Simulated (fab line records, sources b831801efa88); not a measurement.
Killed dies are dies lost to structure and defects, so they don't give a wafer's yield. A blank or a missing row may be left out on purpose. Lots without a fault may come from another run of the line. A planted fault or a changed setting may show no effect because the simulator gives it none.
fab line records | flow gf180mcu
record lots=11 wafers=33 last_day=34
route steps=602 shown CONTACT@311 V1@338
lots that met no fault: from a run of the same line without faults
start_h: hours from the record's first day to the start of the lot's first wafer shown | wait_h: hours since the lot's step before | " the same as in the row above | L1.1+2: a row that stands for several wafers | - no value, or no start given | * or withheld: withheld | < > ~ a bound
route shown NAME@n: a module of which the file shows steps, and the number in the route of the first | usual: mean/standard deviation of fault-free wafers | same: alike in all rows | chamber/n: place in a boat | sites: the reading at each site | _std_site: their standard deviation | _edge_site: outer sites' mean less inner sites' | radius_mm: how far each site lies from the wafer's centre | mask NAME#n: copy n | behind: the tool/chamber that last shaped the wafer | hold: why the lot was held/for how many hours/how that ended | device: the transistor (n, p or np) that didn't switch | end of line: the same wafers' tests at the end of the route | a step without rows: its recipe alone | killed: dies lost to structure and defects at the first sort, not the wafer's yield | map: a wafer's dies, x killed, . not, _ none there
set.NAME: the setting as run; set.NAME@STEP: as run at that earlier step | model.NAME: the simulator's own value behind a step, which no gauge read
steps of the route over a sample of lots; a table a step, a row a wafer
services: from which hour (start_h, from the record's first day; less than 0 if before it) a tool's chamber was out of use, for how many hours, and why
## steps
# step GF_CONTACT_CVD_24
# recipe material=W target_thk_nm=300 time_s=90.339 temp_c=400 pressure_torr=40
# usual heater_power_w=813/47 susceptor_temp_C=399.98/0.21
# columns lot.wafer tool chamber start_h wait_h heater_power_w susceptor_temp_C
L157.1 cvd_w-01 0 363.91 0.0 799 399.92
L157.3 " 0 " " 811 399.85
L157.4 " 1 " " 816 399.96
L158.1 cvd_w-01 0 370.48 0.0 802 399.61
L158.3 " 1 " " 814 400.04
L158.5 " 1 " " 788 400.04
L160.1 cvd_w-02 0 393.43 0.0 873 400.03
L160.5 " 0 " " 866 399.86
L160.6 " 1 " " 806 399.53
L161.2 cvd_w-02 1 399.23 0.0 821 400.22
L161.3 " 0 " " 862 399.49
L161.5 " 0 " " 881 399.82
L163.1 cvd_w-02 0 415.99 0.0 879 400.20
L163.3 " 0 " " 889 399.72
L163.6 " 0 " " 878 399.98
L165.2 cvd_w-02 0 432.64 0.0 872 399.97
L165.3 " 0 " " 893 400.20
L165.6 " 1 " " 800 400.38
L166.2 cvd_w-01 0 443.21 0.0 765 399.88
L166.4 " 1 " " 766 400.28
L166.6 " 0 " " 759 400.16
L167.3 cvd_w-02 1 451.80 0.1 806 400.20
L167.4 " 0 " " 891 400.03
L167.5 " 1 " " 810 399.88
L168.1 cvd_w-01 0 460.23 0.0 748 399.69
L168.5 " 1 " " 757 400.07
L168.6 " 0 " " 759 399.96
L177.3 cvd_w-02 1 536.91 0.1 814 399.98
L177.4 " 0 " " 791 381.75
L177.5 " 0 " " 790 381.69
L178.2 cvd_w-02 0 541.56 0.0 785 381.97
L178.4 " 0 " " 779 381.71
L178.6 " 1 " " 835 399.72
# step GF_CONTACT_RS_MEAS_25
# recipe thk_meas_gauge=four-point-probe reads=W_of_CONTACT_CVD_24+TiN_of_CONTACT_SPUTTER_23+Ti_of_CONTACT_SPUTTER_22
# usual CONTACT_W_RS=0.382/0.0048
# columns lot.wafer tool chamber start_h wait_h CONTACT_W_RS[ohm/sq]
L157.1 film_metro-02 - 364.01 0.1 0.379
L157.3 " - " " 0.376
L157.4 " - " " 0.384
L158.1 film_metro-02 - 370.58 0.1 0.381
L158.3 " - " " 0.383
L158.5 " - " " 0.383
L160.1 film_metro-02 - 393.62 0.2 0.377
L160.5 " - " " 0.377
L160.6 " - " " 0.383
L161.2 film_metro-02 - 399.35 0.1 0.384
L161.3 " - " " 0.370
L161.5 " - " " 0.372
L163.1 film_metro-02 - 416.09 0.1 0.385
L163.3 " - " " 0.383
L163.6 " - " " 0.384
L165.2 film_metro-02 - 432.76 0.1 0.382
L165.3 " - " " 0.383
L165.6 " - " " 0.393
L166.2 film_metro-02 - 443.33 0.1 0.380
L166.4 " - " " 0.383
L166.6 " - " " 0.381
L167.3 film_metro-02 - 451.91 0.1 0.381
L167.4 " - " " 0.370
L167.5 " - " " 0.382
L168.1 film_metro-02 - 460.38 0.1 0.380
L168.5 " - " " 0.385
L168.6 " - " " 0.383
L177.3 film_metro-04 - 537.02 0.1 0.386
L177.4 " - " " 0.532
L177.5 " - " " 0.528
L178.2 film_metro-02 - 541.68 0.1 0.523
L178.4 " - " " 0.517
L178.6 " - " " 0.381
# step GF_CONTACT_THK_MEAS_26
# recipe thk_meas_gauge=xrf reads=W_of_CONTACT_CVD_24
# usual CONTACT_W_THK=306/4.4
# columns lot.wafer tool chamber start_h wait_h CONTACT_W_THK[nm]
L157.1 film_metro-02 - 364.13 0.1 310
L157.3 " - " " 314
L157.4 " - " " 305
L158.1 film_metro-02 - 370.70 0.1 306
L158.3 " - " " 306
L158.5 " - " " 304
L160.1 film_metro-02 - 393.74 0.1 312
L160.5 " - " " 311
L160.6 " - " " 306
L161.2 film_metro-02 - 399.46 0.1 306
L161.3 " - " " 316
L161.5 " - " " 317
L163.1 film_metro-02 - 416.21 0.1 304
L163.3 " - " " 304
L163.6 " - " " 303
L165.2 film_metro-02 - 432.87 0.1 305
L165.3 " - " " 307
L165.6 " - " " 296
L166.2 film_metro-02 - 443.44 0.1 308
L166.4 " - " " 307
L166.6 " - " " 307
L167.3 film_metro-02 - 452.01 0.1 307
L167.4 " - " " 315
L167.5 " - " " 306
L168.1 film_metro-02 - 460.50 0.1 308
L168.5 " - " " 302
L168.6 " - " " 306
L177.3 film_metro-04 - 537.12 0.1 299
L177.4 " - " " 220
L177.5 " - " " 220
L178.2 film_metro-02 - 541.79 0.1 225
L178.4 " - " " 226
L178.6 " - " " 308
# step GF_CONTACT_CMP_27
# recipe stop_on=SiO2 down_force_psi=3.5 platen_rpm=60 t_overpolish_s=15.38 target_thk_nm=0 pad_velocity_m_s=0.94248
# usual head_pressure_psi=3.500/0.0086 motor_current_A=10.6/0.56 time_to_endpoint_s=71/3.8
# columns lot.wafer tool chamber start_h wait_h head_pressure_psi motor_current_A time_to_endpoint_s
L157.4 cmp-01 3 364.19 0.0 3.495 11.1 70
L157.3 " 0 " " 3.503 11.5 78
L157.1 " 1 " " 3.515 10.5 70
L158.1 cmp-02 1 370.86 0.1 3.491 10.9 72
L158.3 " 2 " " 3.495 10.8 66
L158.5 " 3 " " 3.488 9.8 72
L160.1 cmp-01 1 393.95 0.2 3.505 10.7 67
L160.5 " 2 " " 3.496 10.7 73
L160.6 " 3 " " 3.504 10.8 69
L161.2 cmp-02 3 399.51 0.0 3.502 10.2 79
L161.3 " 2 " " 3.511 10.5 78
L161.5 " 0 " " 3.489 10.6 79
L163.1 cmp-01 0 416.39 0.2 3.497 11.6 74
L163.3 " 1 " " 3.508 11.3 67
L163.6 " 3 " " 3.501 11.2 68
L165.3 cmp-02 3 433.02 0.1 3.513 9.7 71
L165.2 " 0 " " 3.501 9.3 68
L165.6 " 2 " " 3.497 11.1 65
L166.4 cmp-01 1 443.66 0.2 3.501 10.8 67
L166.2 " 0 " " 3.494 11.1 73
L166.6 " 1 " " 3.498 10.8 67
L167.4 cmp-01 3 452.15 0.1 3.501 11.0 69
L167.3 " 0 " " 3.496 11.8 74
L167.5 " 1 " " 3.477 10.4 67
L168.1 cmp-02 0 460.56 0.1 3.510 10.5 74
L168.6 " 0 " " 3.509 9.9 71
L168.5 " 1 " " 3.505 10.5 70
L177.4 cmp-02 0 537.16 0.0 3.510 10.2 53
L177.3 " 3 " " 3.480 10.5 73
L177.5 " 1 " " 3.515 10.4 51
L178.4 cmp-02 3 541.89 0.1 3.514 10.3 58
L178.2 " 0 " " 3.505 9.9 51
L178.6 " 2 " " 3.495 11.1 71
# step GF_V1_THK_MEAS_03
# recipe reads=SiO2_of_V1_CVD_02
# usual V1_CVD_02_THK=851/11
# columns lot.wafer tool chamber start_h wait_h V1_CVD_02_THK[nm]
L157.1 film_metro-02 - 387.70 0.0 861
L157.3 " - " " 844
L157.4 " - " " 859
L158.1 film_metro-01 - 394.06 0.0 827
L158.3 " - " " 830
L158.5 " - " " 839
L160.1 film_metro-01 - 417.59 0.0 851
L160.5 " - " " 858
L160.6 " - " " 867
L161.2 film_metro-02 - 424.34 0.0 848
L161.3 " - " " 858
L161.5 " - " " 862
L163.1 film_metro-01 - 442.37 0.0 856
L163.3 " - " " 851
L163.6 " - " " 853
L165.2 film_metro-02 - 458.95 0.0 829
L165.3 " - " " 836
L165.6 " - " " 847
L166.2 film_metro-01 - 469.84 0.0 834
L166.4 " - " " 846
L166.6 " - " " 847
L167.3 film_metro-02 - 477.71 0.1 842
L167.4 " - " " 858
L167.5 " - " " 861
L168.1 film_metro-02 - 485.95 0.0 847
L168.5 " - " " 852
L168.6 " - " " 850
L177.3 film_metro-03 - 561.24 0.1 851
L177.4 " - " " 863
L177.5 " - " " 863
L178.2 film_metro-01 - 566.10 0.0 850
L178.4 " - " " 868
L178.6 " - " " 848
# step GF_V1_SPUTTER_21
# recipe material=Ti target_thk_nm=15 chamber_pressure_pa=5 power_w=2500 substrate_temp_c=200 time_s=80.02
# usual throttle_valve_pct=29.8/1.1
# columns lot.wafer tool chamber start_h wait_h throttle_valve_pct
L157.1 pvd_sputter-01 - 411.65 0.0 32.0
L157.3 " - " " 30.0
L157.4 " - " " 29.7
L158.1 pvd_sputter-02 - 417.53 0.0 28.8
L158.3 " - " " 28.7
L158.5 " - " " 28.1
L160.1 pvd_sputter-01 - 442.97 0.0 30.1
L160.5 " - " " 29.8
L160.6 " - " " 29.5
L161.2 pvd_sputter-03 - 450.29 0.0 31.8
L161.3 " - " " 29.2
L161.5 " - " " 29.1
L163.1 pvd_sputter-03 - 467.93 0.0 29.8
L163.3 " - " " 29.3
L163.6 " - " " 29.2
L165.2 pvd_sputter-01 - 483.85 0.0 29.8
L165.3 " - " " 32.0
L165.6 " - " " 29.8
L166.2 pvd_sputter-02 - 494.93 0.0 28.3
L166.4 " - " " 29.0
L166.6 " - " " 28.6
L167.3 pvd_sputter-01 - 503.40 0.0 29.9
L167.4 " - " " 29.8
L167.5 " - " " 32.2
L168.1 pvd_sputter-02 - 510.79 0.0 29.2
L168.5 " - " " 29.1
L168.6 " - " " 27.9
L177.3 pvd_sputter-03 - 584.51 0.0 29.2
L177.4 " - " " 29.2
L177.5 " - " " 29.8
L178.2 pvd_sputter-02 - 588.95 0.0 28.1
L178.4 " - " " 28.7
L178.6 " - " " 29.2
# step GF_V1_CMP_26
# recipe stop_on=SiO2 down_force_psi=3.5 platen_rpm=60 t_overpolish_s=15 target_thk_nm=0 pad_velocity_m_s=0.94248
# usual head_pressure_psi=3.500/0.0084 motor_current_A=10.7/0.67 overpolish_run_s=14.999/0.0091 time_to_endpoint_s=82/3.5
# columns lot.wafer tool chamber start_h wait_h head_pressure_psi motor_current_A overpolish_run_s time_to_endpoint_s
L157.1 cmp-01 2 412.04 0.1 3.499 10.4 15.010 85
L157.3 " 3 " " 3.495 10.5 14.992 79
L157.4 " 0 " " 3.496 12.0 14.995 87
L158.3 cmp-02 1 418.02 0.1 3.493 11.0 15.008 82
L158.1 " 2 " " 3.496 10.0 15.001 77
L158.5 " 0 " " 3.496 9.5 15.004 82
L160.1 cmp-01 2 443.46 0.1 3.496 10.7 15.009 80
L160.6 " 0 " " 3.501 12.7 15.002 82
L160.5 " 1 " " 3.505 10.5 14.998 81
L161.3 cmp-02 2 450.76 0.1 3.497 10.1 15.007 80
L161.2 " 1 " " 3.502 10.9 14.988 84
L161.5 " 2 " " 3.508 10.5 15.006 81
L163.1 cmp-02 2 468.35 0.1 3.517 10.2 14.989 80
L163.3 " 0 " " 3.489 10.0 14.982 82
L163.6 " 2 " " 3.504 10.2 15.006 79
L165.2 cmp-02 0 484.24 0.0 3.494 9.4 15.002 83
L165.3 " 3 " " 3.503 10.5 14.993 83
L165.6 " 0 " " 3.489 10.1 14.996 81
L166.4 cmp-01 2 495.32 0.0 3.499 10.6 14.982 80
L166.2 " 1 " " 3.493 10.8 14.982 79
L166.6 " 3 " " 3.500 10.9 15.004 77
L167.4 cmp-02 0 503.84 0.1 3.492 9.9 14.991 81
L167.3 " 1 " " 3.514 11.4 15.020 81
L167.5 " 3 " " 3.504 10.1 14.998 80
L168.1 cmp-01 2 511.18 0.1 3.505 10.2 14.990 85
L168.5 " 2 " " 3.493 10.6 14.984 89
L168.6 " 3 " " 3.511 10.3 14.982 84
L177.3 cmp-01 1 585.01 0.0 3.500 10.4 15.013 79
L177.4 " 0 " " 3.512 12.1 14.992 85
L177.5 " 2 " " 3.481 11.3 15.007 77
L178.4 cmp-01 3 589.51 0.1 3.510 11.3 15.018 82
L178.2 " 0 " " 3.504 12.0 15.008 86
L178.6 " 2 " " 3.510 10.7 15.005 82
## services
# columns tool chamber start_h hours kind
cvd_w-02 - 341.57 6.9 pm
cmp-01 - 348.43 5.1 repair
pvd_sputter-01 - 349.87 6.8 repair
pvd_sputter-01 - 370.76 2.1 repair
cvd_w-01 - 390.00 14.0 pm
pvd_sputter-01 - 392.14 8.0 repair
cmp-01 - 404.01 3.4 pm
cmp-02 - 404.14 4.0 pm
cmp-02 - 408.14 - consumable_replace:conditioner
cmp-02 - 419.83 1.4 repair
cvd_w-01 - 424.50 3.8 pm
cmp-02 - 442.38 5.4 repair
cvd_w-01 - 468.71 6.9 pm
cvd_w-01 - 480.47 0.3 repair
cmp-02 - 481.11 0.8 repair
pvd_sputter-02 - 491.67 2.4 repair
cvd_w-02 - 530.66 4.3 pm
cvd_w-01 0 540.21 3.1 repair
cvd_w-02 0 545.94 13.5 repair
cmp-02 - 558.46 12.7 repair
cmp-02 - 568.88 0.8 repair
cmp-01 - 572.00 4.0 pm
pvd_sputter-03 - 574.38 6.9 repair
cvd_w-01 1 576.06 14.3 repair
## key
first_sign step=GF_CONTACT_CVD_24 reading=susceptor_temp_C direction=down sigmas=88 usual=* struck=*
effect step=GF_CONTACT_RS_MEAS_25 reading=CONTACT_W_RS direction=up sigmas=30 usual=0.382 struck=0.525
effect step=GF_CONTACT_THK_MEAS_26 reading=CONTACT_W_THK direction=down sigmas=19 usual=306 struck=223
effect step=GF_CONTACT_CMP_27 reading=time_to_endpoint_s direction=down sigmas=4.6 usual=* struck=*
met_at GF_CONTACT_CVD_24
struck_lots L177,L178
struck_wafers L177.4,L177.5,L178.2,L178.4
tester_left_out L177,L178
not_acting_at GF_V1_THK_MEAS_03,GF_V1_SPUTTER_21,GF_V1_CMP_26
onset_between 451.80 536.91
fault kind=process_parameter_drift tool=cvd_w-02 chamber=0 onset_h=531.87 steps=GF_CONTACT_CVD_24 channel=temp_c offset=* shape=step end_h=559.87 acts_in=* stated=*
# tester_left_out: of these lots the tester's yield and bins aren't shown, on N5 and GAA mostly nor the transistor test; their killed dies are dies lost to structure and defects alone, not to doping, threshold or leakage, so they don't give the yield
